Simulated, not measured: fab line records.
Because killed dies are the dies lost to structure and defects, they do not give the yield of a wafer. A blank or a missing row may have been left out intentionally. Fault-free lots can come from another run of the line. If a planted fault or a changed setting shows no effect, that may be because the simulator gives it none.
What tool caused it?    flow sky130    14 lots with 42 wafers sampled at 5 steps, on a route of 708 steps

== WHAT THE GAUGES SHOWED, per wafer ==
SKY_SONOS_TUNNEL_OVL_MEAS_08. Usual: SONOS_TUNNEL_OVL -0.4 nm, standard deviation 1.1.
lot   measured      on          SONOS_TUNNEL_OVL (nm)  flag
L525  day 11 15:51  overlay-02  -1.3 -0.8 -0.7         
L526  day 11 19:04  overlay-02  -1.1 -0.8 -1.0         
L528  day 12 07:48  overlay-01  0.6 2.3 2.1            
L532  day 13 15:27  overlay-01  1.5 0.0 0.3            
L533  day 14 00:07  overlay-02  -1.1 -0.7 0.6          
L535  day 14 18:04  overlay-01  -1.2 -1.4 0.4          
L536  day 15 01:43  overlay-01  0.5 -0.7 1.5           
L537  day 15 05:34  overlay-02  -2.0 -0.2 -2.9         
L538  day 15 17:09  overlay-02  0.8 -1.6 -1.4          
L544  day 18 00:37  overlay-02  -1.6 -0.6 -2.6         
L545  day 18 06:43  overlay-02  -1.5 -1.9 -0.3         
L546  day 18 08:15  overlay-02  -1.4 -0.4 -0.9         
L547  day 18 16:57  overlay-02  1.1 1.8 1.1            
L548  day 20 07:23  overlay-02  0.0 1.0 -1.4           

SKY_SONOS_ONO_THK_MEAS_01. Usual: SONOS_ONO_OXIDATION_THK 2.60 nm, standard deviation 0.05.
lot   measured      on             SONOS_ONO_OXIDATION_THK (nm)  flag
L525  day 11 19:01  film-metro-04  2.65 2.59 2.63                
L526  day 11 22:32  film-metro-04  2.60 2.66 2.67                
L528  day 12 10:40  film-metro-03  2.66 2.51 2.65                
L532  day 13 18:15  film-metro-03  2.58 2.53 2.53                
L533  day 14 02:17  film-metro-03  2.65 2.65 2.60                
L535  day 14 21:30  film-metro-03  2.60 2.58 2.56                
L536  day 15 03:43  film-metro-03  2.61 2.64 2.62                
L537  day 15 07:26  film-metro-02  2.61 2.65 2.63                
L538  day 15 19:55  film-metro-02  2.60 2.65 2.56                
L544  day 18 05:09  film-metro-04  2.67 2.69 2.66                
L545  day 18 10:00  film-metro-03  2.59 2.60 2.59                
L546  day 18 12:25  film-metro-04  2.70 2.70 2.64                
L547  day 18 20:39  film-metro-02  2.59 2.63 2.52                
L548  day 20 09:16  film-metro-03  2.67 2.61 2.61                

SKY_LDD_LDN_TW_MEAS_13. Usual: LDD_LDN_TW 1481, standard deviation 15.
lot   measured      on             LDD_LDN_TW                     flag
L525  day 23 03:07  film-metro-04  1485 1485 1487                 
L526  day 23 09:40  film-metro-04  1481 1482 1481                 
L528  day 23 20:16  film-metro-04  1483 1486 1481                 
L532  day 25 14:55  film-metro-04  1485 1489 1492                 
L533  day 25 23:23  film-metro-04  1486 1484 1490                 
L535  day 26 15:11  film-metro-04  1494 1475 1483                 
L536  day 26 22:30  film-metro-03  1340 1341 1346 1339 1347 1339  OFF
L537  day 27 03:53  film-metro-02  1367 1364 1375 1378 1368 1367  OFF
L538  day 27 16:29  film-metro-02  1490 1491 1488                 
L544  day 29 22:27  film-metro-04  1479 1488 1475                 
L545  day 30 02:45  film-metro-03  1454 1458 1459                 
L546  day 30 21:29  film-metro-02  1493 1491 1497                 
L547  day 30 22:31  film-metro-03  1459 1456 1460                 
L548  day 31 17:53  film-metro-02  1485 1481 1490                 

SKY_METAL1_RS_MEAS_05: the measuring method here is four-point-probe. Usual: METAL1_ALCU_RS 0.1271 ohm/sq, standard deviation 0.0015.
lot   measured      on             METAL1_ALCU_RS (ohm/sq)  flag
L525  day 32 08:31  film-metro-01  0.1275 0.1263 0.1263     
L526  day 32 09:17  film-metro-01  0.1261 0.1267 0.1258     
L528  day 32 12:43  film-metro-04  0.1272 0.1251 0.1266     
L532  day 34 01:32  film-metro-02  0.1263 0.1248 0.1257     
L533  day 34 10:06  film-metro-04  0.1276 0.1274 0.1281     
L535  day 35 00:38  film-metro-01  0.1302 0.1306 0.1289     
L538  day 36 02:13  film-metro-01  0.1280 0.1290 0.1287     
L544  day 37 23:44  film-metro-04  0.1276 0.1277 0.1275     
L545  day 38 07:31  film-metro-04  0.1264 0.1251 0.1256     
L546  day 38 22:07  film-metro-01  0.1274 0.1291 0.1285     
L547  day 38 23:40  film-metro-02  0.1258 0.1257 0.1265     
L548  day 39 15:29  film-metro-02  0.1268 0.1278 0.1280     

== WHICH TOOL RAN EACH LOT (tool, then ch and the chambers of the sampled wafers, then the start) ==
lot   SKY_LDD_LDN_IMPLANT_08
L525  implanter-01 ch 0, day 23 02:25
L526  implanter-01 ch 0, day 23 08:59
L528  implanter-04 ch 0, day 23 19:34
L532  implanter-02 ch 0, day 25 14:13
L533  implanter-02 ch 0, day 25 22:42
L535  implanter-01 ch 0, day 26 14:29
L536  implanter-04, day 26 21:50
L537  implanter-04, day 27 03:13
L538  implanter-02 ch 0, day 27 15:48
L544  implanter-04 ch 0, day 29 21:47
L545  implanter-02 ch 0, day 30 02:05
L546  implanter-01 ch 0, day 30 20:47
L547  implanter-01 ch 0, day 30 21:49
L548  implanter-01 ch 0, day 31 17:13
- SKY_LDD_LDN_IMPLANT_08

== AS READ BY THE TOOLS THEMSELVES (means over the sampled wafers that have a number; for cases with no such wafer, the mark the record gives instead) ==
SKY_LDD_LDN_IMPLANT_08. Usual: beam-energy-keV 15.000, standard deviation 0.0044; beam-on-s 10.02 s, standard deviation 0.2; dose-ions-cm2 1.2499e+13, standard deviation 1.3e+10; end-station-pressure-torr 5.04e-06 Torr, standard deviation 2.9e-07.
lot   tool          beam-energy-keV  beam-on-s (s)  dose-ions-cm2  end-station-pressure-torr (Torr)  flag
L525  implanter-01  15.000           9.79           1.2505e+13     5.23e-06                          
L526  implanter-01  14.999           9.91           1.2512e+13     5.23e-06                          
L528  implanter-04  14.997           10.16          1.2499e+13     4.89e-06                          
L532  implanter-02  15.002           10.09          1.2514e+13     5.25e-06                          
L533  implanter-02  15.005           10.07          1.2487e+13     5.20e-06                          
L535  implanter-01  14.995           9.99           1.2490e+13     5.01e-06                          
L536  implanter-04  -                -              -              -                                 OFF
L537  implanter-04  -                -              -              -                                 OFF
L538  implanter-02  14.996           9.94           1.2501e+13     4.82e-06                          
L544  implanter-04  15.000           9.98           1.2507e+13     5.01e-06                          
L545  implanter-02  14.998           9.94           1.2493e+13     5.13e-06                          
L546  implanter-01  15.001           10.01          1.2499e+13     5.00e-06                          
L547  implanter-01  14.999           10.00          1.2489e+13     5.27e-06                          
L548  implanter-01  15.000           10.05          1.2487e+13     4.90e-06                          

== THE ANSWER, worked out from the rows above alone ==
Rule: lot off if the mean of its wafers having a number is beyond 3 standard deviations from the usual mean. A lot without any number at a reading at which 4 lots or more have one is off too. Where the step has rows for the other lots, those lots are counted as sound. First the gauges in route order, then the tools' own readings, where a lot's mean is used as printed above. At the first step where some lot is off, the reading lying furthest off is the one used; lots without a number count as furthest.
Off: L536, L537, at SKY_LDD_LDN_TW_MEAS_13 (LDD_LDN_TW).
If a tool, at a process step before that reading, ran all the lots that are off and no sound lot after the first of them, it fits. The gauges at SKY_LDD_LDN_TW_MEAS_13 aren't tried: what is off there is off at SKY_LDD_LDN_IMPLANT_08 too, on other tools, and a gauge's error can't cause that. Not one of the candidates tried fits.

== WHAT THE SIMULATOR PUT IN ==
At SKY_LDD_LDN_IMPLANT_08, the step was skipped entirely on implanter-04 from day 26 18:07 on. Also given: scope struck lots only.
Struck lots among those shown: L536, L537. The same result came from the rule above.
